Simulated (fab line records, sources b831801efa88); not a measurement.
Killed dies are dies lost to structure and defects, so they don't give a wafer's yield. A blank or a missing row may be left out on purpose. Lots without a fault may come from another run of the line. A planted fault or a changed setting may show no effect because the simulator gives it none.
Split-lot experiment | flow sky130 | 5 lots, 23 wafers read, on a route of 708 steps

THE SPLIT
At SKY_METAL5_SPUTTER_03 (material Ti, target thk 5 nm, time 3.3 s), the setting time_s was moved away from the recipe's 3.3 s on 8 of the 23 wafers read, by -13.5% to -8.6%. The other wafers ran this setting at the recipe's value.

The reading is taken at the split's own step.

THE READING
Ti_of_METAL5_SPUTTER_03.thk_nm (the simulator's own value, which no gauge read), in nm, at SKY_METAL5_SPUTTER_03 (material Ti, target thk 5 nm, time 3.3 s). The file gives no usual value for it. The 15 wafers here that ran the recipe average 4.978 nm, standard deviation 0.12 nm.

wafer  | tool, chamber at the split | time_s as run, s | against the recipe | Ti_of_METAL5_SPUTTER_03.thk_nm, nm | against lot-mates on the recipe
L077.1 | pvd_sputter-04, -          | 3.3              | recipe             | 4.89                               | -
L077.4 | pvd_sputter-04, -          | 3.3              | recipe             | 4.825                              | -
L077.6 | pvd_sputter-04, -          | 3.3              | recipe             | 4.768                              | -
L078.1 | pvd_sputter-02, -          | 3.3              | recipe             | 5.067                              | -
L078.2 | pvd_sputter-02, -          | 3.3              | recipe             | 5.004                              | -
L078.4 | pvd_sputter-02, -          | 3.3              | recipe             | 4.988                              | -
L078.5 | pvd_sputter-02, -          | 3.3              | recipe             | 5.039                              | -
L078.6 | pvd_sputter-02, -          | 3.3              | recipe             | 5.051                              | -
L081.1 | pvd_sputter-02, -          | 3.3              | recipe             | 5.055                              | -
L081.2 | pvd_sputter-02, -          | 3.003            | -9.0%              | 4.451                              | -0.676
L081.3 | pvd_sputter-02, -          | 3.003            | -9.0%              | 4.709                              | -0.418
L081.4 | pvd_sputter-02, -          | 3.3              | recipe             | 5.175                              | -
L081.5 | pvd_sputter-02, -          | 3.3              | recipe             | 5.151                              | -
L083.1 | pvd_sputter-01, -          | 3.3              | recipe             | 4.98                               | -
L083.3 | pvd_sputter-01, -          | 3.015            | -8.6%              | 4.538                              | -0.467
L083.4 | pvd_sputter-01, -          | 3.3              | recipe             | 5.03                               | -
L083.5 | pvd_sputter-01, -          | 3.015            | -8.6%              | 4.574                              | -0.431
L083.6 | pvd_sputter-01, -          | 3.015            | -8.6%              | 4.513                              | -0.492
L082.2 | pvd_sputter-04, -          | 2.855            | -13.5%             | 4.363                              | -0.463
L082.3 | pvd_sputter-04, -          | 2.855            | -13.5%             | 4.319                              | -0.507
L082.4 | pvd_sputter-04, -          | 3.3              | recipe             | 4.828                              | -
L082.5 | pvd_sputter-04, -          | 2.855            | -13.5%             | 4.403                              | -0.423
L082.6 | pvd_sputter-04, -          | 3.3              | recipe             | 4.824                              | -

THE FIT
A straight line over all 23 wafers: Ti_of_METAL5_SPUTTER_03.thk_nm changes by +0.0465 nm for each +1% of time_s; r = +0.92; the points scatter about the line by 0.11 nm.
The same after taking each lot's own level away (the mean of its wafers on the recipe; 23 wafers): +0.0425 nm for each +1%; r = +0.93; scatter 0.091 nm.
On that fit, the largest move of time_s shifts the reading by 0.57 nm.
The lots' own levels span 4.8260 to 5.1270 nm, that is 2.5 times the standard deviation above.
So the lot-to-lot level changes the slope little: the two slopes agree.
Check: with one of the wafers moved furthest among these (-13.5%) left out of the fit, the line predicts -0.616 nm for it against its lot-mates. It came out at -0.463 nm against them.

OTHER SPLITS ON THESE WAFERS
These wafers also went through other splits before the reading. Each is held against what the fit with the lots' levels taken away leaves over:
other split on the same wafers    | wafers away from the commonest value | r with Ti_of_METAL5_SPUTTER_03.thk_nm (lot level and that fit taken away)
SKY_METAL3_ETCH_17 time_s         | 5                                    | -0.27
SKY_VIA3_DEVELOP_11 dev_temp_c    | 12                                   | -0.34
SKY_METAL4_SPUTTER_00 power_w     | 10                                   | -0.41
SKY_CAP2M_SPUTTER_02 power_w      | 10                                   | -0.16
SKY_CAP2M_DEVELOP_11 dev_temp_c   | 9                                    | +0.09
SKY_VIA4_HDPCVD_00 sih4_flow_sccm | 8                                    | -0.22
SKY_VIA4_SPUTTER_17 power_w       | 6                                    | -0.34

THE FILE'S OWN FIT
Ti_of_METAL5_SPUTTER_03.thk_nm changes by +0.045 nm for each +1% of time_s, r = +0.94.
